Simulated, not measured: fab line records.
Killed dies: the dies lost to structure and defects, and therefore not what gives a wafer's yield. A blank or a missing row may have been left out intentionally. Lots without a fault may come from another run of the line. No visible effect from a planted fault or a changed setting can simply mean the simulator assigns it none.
Matching of chambers ; flow gf180mcu ; 4 sister chambers for GF_POLY_GATE_ETCH_13 on rieSi-01
The step etches poly-Si in HBr/Cl2, stops on SiO2, target depth 198.5 nm, time 69.6 s. 16 wafers are shown with their chamber, then 8 later ones without.

== WAFERS, EACH WITH ITS CHAMBER ==
wafer;chamber;drypumpMotorCurrentA (A);oesProductAu (a.u.);throttleValvePct (%)
L464.1;3;5.4;1.004;33.687
L464.4;2;5.2;0.987;33.685
L464.5;1;5.5;0.977;33.682
L465.3;2;5.3;0.990;33.687
L465.5;2;5.2;0.997;33.683
L465.6;3;5.4;0.992;33.693
L468.1;3;5.5;0.999;33.680
L468.2;2;5.3;1.005;33.694
L468.4;0;5.8;1.006;33.684
L475.2;3;5.4;0.987;33.683
L475.3;2;5.2;0.993;33.687
L475.4;1;5.5;0.982;33.678
L481.1;3;5.4;0.988;33.688
L481.4;3;5.4;0.994;33.682
L481.6;1;5.5;0.975;33.678
L483.1;3;5.4;0.984;33.697

SIGNATURES (averages over the wafers above)
reading;chamber 0;chamber 1;chamber 2;chamber 3;scatter within a chamber
drypumpMotorCurrentA;5.800;5.500;5.240;5.414;0.0414
oesProductAu;1.00600;0.97800;0.99440;0.99257;0.00659
throttleValvePct;33.68400;33.67933;33.68720;33.68714;0.00505
Rule: for each reading, subtract the chamber's mean from the wafer's reading, divide by that reading's scatter and square the result; add these up over the readings and take the root, which gives the wafer's distance from the chamber. The wafer belongs to the nearest chamber; if the next one is less than 2 further off, it can't be placed. How the scatter is found: for the shown wafers, subtract from each reading the mean of its chamber, square and add these, divide the total by (wafers less chambers), then take the root.

== WAFERS WITH NO CHAMBER GIVEN ==
wafer;drypumpMotorCurrentA (A);oesProductAu (a.u.);throttleValvePct (%)
L483.2;5.7;0.981;33.679
L483.5;5.5;0.977;33.699
L485.1;5.7;0.977;33.676
L485.3;5.3;0.986;33.679
L485.6;5.5;0.982;33.687
L486.1;5.7;0.988;33.689
L486.5;5.2;0.991;33.685
L486.6;5.8;0.987;33.685

== THE CHAMBER EACH PASSED THROUGH ==
wafer;from the rows above;in truth
L483.2;can't be placed: 0 or 1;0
L483.5;can't be placed: 1 or 3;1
L485.1;can't be placed: 1 or 0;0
L485.3;can't be placed: 2 or 3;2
L485.6;can't be placed: 1 or 3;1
L486.1;can't be placed: 0 or 1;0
L486.5;2;2
L486.6;0;0
2 of 8 placed correctly. Unplaceable from these rows: 6, with the true chamber sitting among the candidates in 6. Wrongly placed: 0.
